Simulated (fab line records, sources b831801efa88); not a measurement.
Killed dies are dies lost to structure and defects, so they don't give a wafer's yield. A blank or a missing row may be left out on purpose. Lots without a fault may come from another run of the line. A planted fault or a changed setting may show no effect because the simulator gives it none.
Which tool did it? | flow gf180mcu | 12 lots, 36 wafers sampled, at 6 steps of a route of 602

WHAT THE GAUGES READ, wafer by wafer
GF_M2_RS_MEAS_05: measures by four-point-probe.
lot  | measured     | on            | M2_ALCU_RS (ohm/sq)
L342 | day 18 18:26 | film_metro-01 | 0.0686 0.0679 0.0687
L343 | day 19 13:29 | film_metro-01 | 0.0684 0.0692 0.0691
L345 | day 20 11:23 | film_metro-03 | 0.0698 0.0687 0.0693
L344 | day 20 13:09 | film_metro-01 | 0.0692 0.0691 0.0694
L346 | day 21 21:51 | film_metro-04 | 0.0701 0.0707 0.0705
L348 | day 22 02:11 | film_metro-04 | 0.0699 0.0692 0.0696
L351 | day 23 04:23 | film_metro-03 | 0.0699 0.0703 0.0702
L353 | day 23 10:39 | film_metro-01 | 0.0708 0.0707 0.0708
L355 | day 24 01:11 | film_metro-01 | 0.0852 0.0852 0.0695
L356 | day 24 08:55 | film_metro-03 | 0.0702 0.0839 0.0691
L361 | day 25 19:02 | film_metro-01 | 0.0696 0.0706 0.0699
L362 | day 25 23:01 | film_metro-03 | 0.0706 0.0714 0.0701

GF_M2_THK_MEAS_06: measures by xrf.
lot  | measured     | on            | M2_ALCU_THK (nm)
L342 | day 18 18:34 | film_metro-01 | 454 464 455
L343 | day 19 13:36 | film_metro-01 | 456 456 456
L345 | day 20 11:31 | film_metro-03 | 450 456 450
L344 | day 20 13:16 | film_metro-01 | 450 452 448
L346 | day 21 21:58 | film_metro-04 | 449 444 445
L348 | day 22 02:18 | film_metro-04 | 450 455 451
L351 | day 23 04:29 | film_metro-03 | 447 445 447
L353 | day 23 10:46 | film_metro-01 | 440 442 441
L355 | day 24 01:18 | film_metro-01 | 367 366 449
L356 | day 24 09:02 | film_metro-03 | 447 374 452
L361 | day 25 19:08 | film_metro-01 | 451 444 447
L362 | day 25 23:08 | film_metro-03 | 442 438 446

GF_V3_CD_MEAS_14: target cd 260 nm.
lot  | measured     | on        | cd_nm (nm)
L342 | day 22 23:40 | cd_sem-02 | 259.4 259.7 259.7
L343 | day 23 16:53 | cd_sem-01 | 262.2 261.4 262.0
L345 | day 24 12:11 | cd_sem-02 | 258.6 258.2 258.4
L344 | day 24 14:24 | cd_sem-01 | 260.7 261.5 260.6
L346 | day 25 19:53 | cd_sem-01 | 261.4 260.3 261.3
L348 | day 26 00:28 | cd_sem-01 | 259.7 258.9 259.8
L351 | day 26 23:55 | cd_sem-01 | 258.9 259.2 259.7
L353 | day 27 04:43 | cd_sem-02 | 260.5 261.6 261.7
L355 | day 27 18:04 | cd_sem-02 | 260.1 259.7 261.0
L356 | day 28 00:14 | cd_sem-02 | 261.0 261.2 261.1
L361 | day 29 07:29 | cd_sem-02 | 259.7 260.1 259.9
L362 | day 29 11:12 | cd_sem-02 | 257.9 258.7 258.2

WHICH TOOL RAN EACH LOT (tool, then ch and the chambers of the sampled wafers, then the start)
lot  | GF_M2_SPUTTER_02             | GF_V2_SPUTTER_22             | GF_M3_SPUTTER_02
L342 | pvd_sputter-04, day 18 18:21 | pvd_sputter-04, day 20 21:41 | pvd_sputter-01, day 20 22:29
L343 | pvd_sputter-03, day 19 13:23 | pvd_sputter-04, day 21 15:47 | pvd_sputter-02, day 21 16:32
L345 | pvd_sputter-03, day 20 11:18 | pvd_sputter-03, day 22 13:14 | pvd_sputter-02, day 22 13:59
L344 | pvd_sputter-03, day 20 13:04 | pvd_sputter-03, day 22 14:47 | pvd_sputter-02, day 22 15:32
L346 | pvd_sputter-04, day 21 21:44 | pvd_sputter-04, day 23 22:29 | pvd_sputter-02, day 23 23:15
L348 | pvd_sputter-04, day 22 02:05 | pvd_sputter-01, day 24 02:52 | pvd_sputter-04, day 24 03:38
L351 | pvd_sputter-04, day 23 04:16 | pvd_sputter-01, day 25 03:10 | pvd_sputter-01, day 25 03:56
L353 | pvd_sputter-02, day 23 10:32 | pvd_sputter-01, day 25 08:48 | pvd_sputter-02, day 25 09:34
L355 | pvd_sputter-04, day 24 01:05 | pvd_sputter-03, day 25 22:30 | pvd_sputter-01, day 25 23:16
L356 | pvd_sputter-04, day 24 08:49 | pvd_sputter-04, day 26 05:11 | pvd_sputter-01, day 26 05:57
L361 | pvd_sputter-02, day 25 18:54 | pvd_sputter-04, day 27 13:40 | pvd_sputter-02, day 27 14:26
L362 | pvd_sputter-02, day 25 22:56 | pvd_sputter-03, day 27 18:18 | pvd_sputter-04, day 27 19:04
- GF_M2_SPUTTER_02: material AlCu, target thk 450 nm, time 23.9 s.
- GF_V2_SPUTTER_22: material TiN, target thk 10 nm, time 40 s.
- GF_M3_SPUTTER_02: material AlCu, target thk 450 nm, time 23.9 s.

WHAT THE TOOLS THEMSELVES READ (means of the sampled wafers that have a number; where no wafer has one, the mark that the record gives instead)
GF_M2_SPUTTER_02.
lot  | tool           | throttle_valve_pct (%)
L342 | pvd_sputter-04 | 30.1
L343 | pvd_sputter-03 | 30.1
L345 | pvd_sputter-03 | 30.4
L344 | pvd_sputter-03 | 30.2
L346 | pvd_sputter-04 | 30.2
L348 | pvd_sputter-04 | 30.1
L351 | pvd_sputter-04 | 30.1
L353 | pvd_sputter-02 | 30.8
L355 | pvd_sputter-04 | 29.5
L356 | pvd_sputter-04 | 30.3
L361 | pvd_sputter-02 | 29.6
L362 | pvd_sputter-02 | 29.5

GF_V2_SPUTTER_22.
lot  | tool           | throttle_valve_pct (%)
L342 | pvd_sputter-04 | 28.6
L343 | pvd_sputter-04 | 29.6
L345 | pvd_sputter-03 | 30.2
L344 | pvd_sputter-03 | 30.2
L346 | pvd_sputter-04 | 30.9
L348 | pvd_sputter-01 | 28.9
L351 | pvd_sputter-01 | 28.4
L353 | pvd_sputter-01 | 29.2
L355 | pvd_sputter-03 | 30.5
L356 | pvd_sputter-04 | 30.2
L361 | pvd_sputter-04 | 30.2
L362 | pvd_sputter-03 | 30.5

GF_M3_SPUTTER_02.
lot  | tool           | throttle_valve_pct (%)
L342 | pvd_sputter-01 | 29.0
L343 | pvd_sputter-02 | 30.1
L345 | pvd_sputter-02 | 31.4
L344 | pvd_sputter-02 | 30.8
L346 | pvd_sputter-02 | 31.2
L348 | pvd_sputter-04 | 29.6
L351 | pvd_sputter-01 | 27.6
L353 | pvd_sputter-02 | 31.1
L355 | pvd_sputter-01 | 28.4
L356 | pvd_sputter-01 | 27.7
L361 | pvd_sputter-02 | 30.2
L362 | pvd_sputter-04 | 31.3

THE ANSWER, worked out from the rows above alone
Rule: what is usual is taken from the lots themselves. Put in order of their means at a reading, lots are off if they are a third of the lots or fewer, leave a main group of 4 or more, and stand apart from it by a gap of 3 or more times the standard deviation of the main group's means; of several such gaps the widest counts. A main group whose means are all the same, to the digits that the tables above print for the reading, isn't used. A lot without any number at a reading at which 4 lots or more have one is off too. The other lots that the step has rows for count as sound. The gauges are gone through in route order, then the tools' own readings, and for those a lot's mean is taken as printed above. The first step at which some lot is off is used, and at that step the reading that is off furthest; a lot without a number counts as furthest.
Off: L355, L356, at GF_M2_RS_MEAS_05 (M2_ALCU_RS). The main group: mean 0.0697 ohm/sq, standard deviation 0.00076.
A tool fits if, at a process step before that reading, it ran every lot that is off, and no sound lot after the first of them. The gauges at GF_M2_RS_MEAS_05 are tried like those tools. One fits: pvd_sputter-04 at GF_M2_SPUTTER_02. Its last sound lot is L351 (day 23 04:16), its first lot that is off L355 (day 24 01:05): a fault that began between those two fits.

WHAT THE SIMULATOR HAD PUT IN
Process parameter drift: pvd_sputter-04, from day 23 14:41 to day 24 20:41, at GF_M2_SPUTTER_02. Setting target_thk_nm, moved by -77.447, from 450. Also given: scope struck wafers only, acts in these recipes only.
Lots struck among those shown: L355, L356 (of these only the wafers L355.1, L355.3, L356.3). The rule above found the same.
